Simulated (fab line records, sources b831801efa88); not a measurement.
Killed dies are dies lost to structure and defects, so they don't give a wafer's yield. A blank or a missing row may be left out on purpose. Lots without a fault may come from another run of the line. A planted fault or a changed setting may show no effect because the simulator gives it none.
A struck lot beside a sound one | flow sfq_line | 43 steps out of a route of 325
Sound: wafers L380.4, L380.5, L380.6. Struck: wafer L392.1. (L392.2 of the same lot was not struck and is left out.) The cause comes at the end.
At each step with rows: each side's tool, then ch and its chambers, then its first start. Under that, the readings that differ: sound wafers | struck wafers | difference of the means | sigmas: that difference in standard deviations of wafers without a fault.
alike: readings whose means differ by less than 2 such deviations, and words and numbers that are the same on both sides. not compared: withheld readings, readings that some wafer has no value for, bounds like >300 that may hide the same value, and numbers for which the record gives no deviation and whose values overlap.
The two part at a step that has a row with sigmas, a row that says differs or no value, or rows on one side only. Numbers that don't overlap but have no deviation are shown without sigmas and don't part them. A reading that every wafer of one side lacks parts them only if that side has two wafers or more.

first, 3 steps without rows for these wafers: SFQ_TRILAYER_M5_STRIP_SOLV_CLEAN_128 (cleans in NMP, time 600 s); SFQ_TRILAYER_A5B_DEP_PECVD_129 (deposits SiO2 from SiH4/N2O, time 133.33 s, target thk 600 nm); SFQ_TRILAYER_A5B_CMP_CMP_130 (polishes, stops on Nb, target thk 340.7 nm).
SFQ_TRILAYER_A5B_METRO_MEASURE_131:
  sound on film_metro-04, day 58 14:15; struck on film_metro-01, day 64 01:27
  alike: thk_nm
SFQ_TRILAYER_R5_DEP_SPUTTER_132: material Ti, target thk 5 nm, time 5 s.
  sound on pvd_sputter-06, day 58 14:51; struck on pvd_sputter-03, day 64 02:39
  reading                | sound          | struck | difference | sigmas
  throttle_valve_pct (%) | 29.2 29.3 29.1 | 31.6   | +2.4       | +3
  alike: cathode_dc_power_W, chamber_pressure_pa
then, 1 step without rows for these wafers: SFQ_TRILAYER_R5_DEP_SPUTTER_133 (material MoNx, target thk 40 nm, time 66.7 s).
SFQ_TRILAYER_R5_DEP_SPUTTER_134: material Ti, target thk 5 nm, time 5 s.
  sound on pvd_sputter-06, day 58 14:56; struck on pvd_sputter-03, day 64 02:47
  reading                | sound          | struck | difference | sigmas
  throttle_valve_pct (%) | 29.4 29.1 29.2 | 31.8   | +2.6       | +3
  alike: cathode_dc_power_W, chamber_pressure_pa
SFQ_R5_RS_MEAS_933: measures by four-point-probe.
  sound on film_metro-02, day 58 15:00; struck on film_metro-02, day 64 02:50
  alike: R5_MONX_RS
SFQ_R5_THK_MEAS_934: measures by xrf.
  sound on film_metro-02, day 58 15:05; struck on film_metro-02, day 64 02:57
  alike: R5_MONX_THK
then, 3 steps without rows for these wafers: SFQ_TRILAYER_R5_LITHO_COAT_141 (resist thk 62 nm); SFQ_TRILAYER_R5_LITHO_COAT_136 (resist thk 600 nm); SFQ_TRILAYER_R5_LITHO_SOFTBAKE_140.
-- the record jumps here: 5 days lie between the struck wafers' starts before and after --
SFQ_TRILAYER_R5_LITHO_EXPOSE_137: exposes mask R5, target cd 500 nm.
  sound on krf_scanner-02 ch 0, day 58 18:16; struck on krf_scanner-01 ch 0, day 68 16:31
  alike: mask, focus_offset_nm
then, 2 steps without rows for these wafers: SFQ_TRILAYER_R5_LITHO_PEB_139 (peb time 60 s); SFQ_TRILAYER_R5_LITHO_DEVELOP_138 (time 60 s).
SFQ_R5_OVL_MEAS_935:
  sound on overlay-01, day 58 19:11; struck on overlay-02, day 68 18:01
  alike: R5_OVL
SFQ_TRILAYER_R5_BARC_OPEN_METAL_ETCH_177: etches BARC in O2, target depth 125 nm, time 41.7 s.
  sound on rie_metal-03 ch 0,1, day 58 19:14; struck on rie_metal-01 ch 1, day 68 18:04
  reading                | sound             | struck | difference                   | sigmas
  rf_hours_counter_h (h) | - - -             | 79     | no value on the sound wafers |
  model.R5.cd_nm (nm)    | 499.9 501.2 499.8 | 491.8  | -8.5                         |
  alike: drypump_motor_current_A, oes_product_au, rf_fwd_power_W
SFQ_TRILAYER_R5_ETCH_METAL_ETCH_139: etches the open film in Cl2, stops on SiO2, target depth 60 nm, time 40 s.
  sound on rie_metal-03 ch 0,1, day 58 19:17; struck on rie_metal-01 ch 1, day 68 18:07
  reading                | sound             | struck | difference                   | sigmas
  rf_hours_counter_h (h) | - - -             | 79     | no value on the sound wafers |
  model.R5.cd_nm (nm)    | 499.8 500.7 499.7 | 491.7  | -8.4                         |
  alike: drypump_motor_current_A, oes_product_au, rf_fwd_power_W
then, 9 steps without rows for these wafers: SFQ_TRILAYER_R5_STRIP_STRIP_140 (strips in O2); SFQ_TRILAYER_R5_STRIP_SOLV_CLEAN_141 (cleans in NMP, time 600 s); SFQ_TRILAYER_A5C_DEP_PECVD_142 (deposits SiO2 from SiH4/N2O, time 15.556 s, target thk 70 nm); SFQ_TRILAYER_I5_LITHO_COAT_149 (resist thk 62 nm); SFQ_TRILAYER_I5_LITHO_COAT_144 (resist thk 650 nm); SFQ_TRILAYER_I5_LITHO_SOFTBAKE_148; SFQ_TRILAYER_I5_LITHO_EXPOSE_145 (exposes mask I5, target cd 700 nm); SFQ_TRILAYER_I5_LITHO_PEB_147 (peb time 60 s); SFQ_TRILAYER_I5_LITHO_DEVELOP_146 (time 60 s).
SFQ_I5_OVL_MEAS_936:
  sound on overlay-01, day 58 23:59; struck on overlay-02, day 69 18:09
  alike: I5_OVL
then, 10 steps without rows for these wafers: SFQ_TRILAYER_I5_BARC_OPEN_VIA_ETCH_200 (etches BARC in O2, target depth 125 nm, time 41.7 s); SFQ_TRILAYER_I5_ETCH_VIA_ETCH_147 (etches the open film in CHF3, stops on Nb, target depth 360 nm); SFQ_TRILAYER_I5_STRIP_STRIP_148 (strips in O2); SFQ_TRILAYER_I5_STRIP_SOLV_CLEAN_149 (cleans in NMP, time 600 s); SFQ_TRILAYER_C5_LITHO_COAT_156 (resist thk 62 nm); SFQ_TRILAYER_C5_LITHO_COAT_151 (resist thk 650 nm); SFQ_TRILAYER_C5_LITHO_SOFTBAKE_155; SFQ_TRILAYER_C5_LITHO_EXPOSE_152 (exposes mask C5, target cd 500 nm); SFQ_TRILAYER_C5_LITHO_PEB_154 (peb time 60 s); SFQ_TRILAYER_C5_LITHO_DEVELOP_153 (time 60 s).
SFQ_C5_OVL_MEAS_937:
  sound on overlay-01, day 59 03:35; struck on overlay-02, day 70 19:21
  alike: C5_OVL
SFQ_TRILAYER_C5_BARC_OPEN_VIA_ETCH_210: etches BARC in O2, target depth 125 nm, time 41.7 s.
  sound on rie_diel-01 ch 0,3, day 59 03:37; struck on rie_diel-03 ch 0, day 70 19:23
  reading                     | sound       | struck | difference | sigmas
  drypump_motor_current_A (A) | 5.2 5.2 5.8 | 6.3    | +0.9       | +2
  alike: oes_product_au, rf_fwd_power_W
  not compared: rf_hours_counter_h
then, 1 step without rows for these wafers: SFQ_TRILAYER_C5_ETCH_VIA_ETCH_154 (etches SiO2 in CHF3, stops on Nb, target depth 84 nm).
SFQ_TRILAYER_C5_STRIP_STRIP_155: strips in O2.
  sound on rie_metal-02 ch 1, day 59 04:17; struck on rie_metal-03 ch 0, day 70 19:28
  reading                | sound | struck | difference                   | sigmas
  rf_hours_counter_h (h) | - - - | 83     | no value on the sound wafers |
  alike: drypump_motor_current_A, oes_product_au
-- the record jumps here: 10 days lie between the struck wafers' starts before and after --
SFQ_M8_BOW_MEAS_951:
  sound on film_metro-01, day 72 05:56; struck on film_metro-03, day 80 19:14
  reading               | sound             | struck | difference | sigmas
  M8_BOW (um)           | -3 0 2            | 24     | +24        | +2
  model.etest.r5.ohm_um | 14.33 14.18 14.29 | 14.55  | +0.28      |

WHERE THEY PART
First at SFQ_TRILAYER_R5_DEP_SPUTTER_132; last, within this record, at SFQ_M8_BOW_MEAS_951.

WHY: what the simulator had put in
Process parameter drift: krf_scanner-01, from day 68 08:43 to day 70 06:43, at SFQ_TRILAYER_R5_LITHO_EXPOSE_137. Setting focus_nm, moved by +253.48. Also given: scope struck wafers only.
